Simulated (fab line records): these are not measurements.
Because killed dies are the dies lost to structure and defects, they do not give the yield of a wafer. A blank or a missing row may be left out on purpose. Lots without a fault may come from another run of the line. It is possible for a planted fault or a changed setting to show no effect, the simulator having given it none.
A struck lot beside a sound one -- flow sky130 -- 14 steps out of a route of 708
Sound: these wafers, L657.1, L657.4, L657.6. Struck: wafers L651.3, L651.5, L651.6. Last of all comes the cause.
Each step with rows lists, per side, the tool, then ch with its chambers, then its first start. Under that, the readings that differ: sound wafers -- struck wafers -- difference of the means -- sigmas: that difference in standard deviations of wafers without a fault.
alike: readings whose means differ by less than 2 such deviations, and words and numbers that are the same on both sides. not compared: withheld readings, readings that some wafer has no value for, bounds like >300 that may hide the same value, and numbers for which the record gives no deviation and whose values overlap.
Wherever a step has rows on one side only, a row that says differs or no value, or a row with sigmas, the two part there. Numbers that have no deviation but don't overlap get no sigmas and don't part them. A reading that every wafer of one side lacks parts them only if that side has two wafers or more.

first, 8 steps without rows for these wafers: SKY_METAL4_DEHYDRATE_05 (time 60 s); SKY_METAL4_HMDS_06 (prime time 60 s); SKY_METAL4_COAT_07 (resist thk 60 nm); SKY_METAL4_COAT_08 (resist thk 1140 nm); SKY_METAL4_SOFTBAKE_09 (time 90 s); SKY_METAL4_EXPOSE_10 (exposes mask MM4, target cd 300 nm); SKY_METAL4_PEB_11; SKY_METAL4_DEVELOP_12 (develop time 60 s).
SKY_METAL4_CD_MEAS_13: target cd 300 nm.
  sound: cd-sem-01 at day 47 06:10; struck: cd-sem-01 at day 45 08:19
  alike: cd-nm
SKY_METAL4_OVL_MEAS_14:
  sound: overlay-01 at day 47 06:17; struck: overlay-02 at day 45 08:25
  alike: METAL4_OVL
SKY_METAL4_DESCUM_15: chemistry O2, time 8 s.
  sound on rie-metal-03 ch 0,1, day 47 06:19; struck on rie-metal-03 ch 0,1, day 45 08:26
  alike: chamber-pressure-mTorr, drypump-motor-current-A, oes-product-au
  not compared: rf-hours-counter-h
SKY_METAL4_ETCH_16: etches BARC in N2/H2, stops on SiO2, time 88.2 s, target depth 60 nm.
  sound on rie-metal-03 ch 0,1, day 47 06:22; struck on rie-metal-03 ch 0,1, day 45 08:29
  alike: bias-w, chamber-pressure-mTorr, drypump-motor-current-A, n2-flow-sccm, oes-product-au, throttle-valve-pct
  not compared: rf-hours-counter-h
SKY_METAL4_ETCH_17: etches SiO2 in C4F8/O2/Ar, stops on TiN, time 3.9 s, target depth 15 nm.
  sound on rie-diel-02 ch 1,2, day 47 06:27; struck on rie-diel-02 ch 2,3, day 45 08:34
  no value came back on the struck wafers for bias-w (W), chamber-pressure-mTorr (mTorr), oes-product-au (a.u.); on the sound wafers bias-w (W) reads 1211 1201 1202
  not compared: rf-hours-counter-h
SKY_METAL4_METAL_ETCH_18: etches the open film in Cl2/BCl3, stops on SiO2, target depth 845 nm, time 183.1 s.
  sound on rie-metal-04 ch 0,1, day 47 06:28; struck on rie-metal-02 ch 0,1, day 45 08:38
  alike: bcl3-flow-sccm, bias-w, chamber-pressure-mTorr, drypump-motor-current-A, oes-product-au, throttle-valve-pct
  not compared: rf-hours-counter-h

== WHERE THEY PART ==
Only at SKY_METAL4_ETCH_17, as far as this record shows. Later steps at which nothing parts them and some readings are alike: SKY_METAL4_METAL_ETCH_18.

WHY: what had been put in by the simulator
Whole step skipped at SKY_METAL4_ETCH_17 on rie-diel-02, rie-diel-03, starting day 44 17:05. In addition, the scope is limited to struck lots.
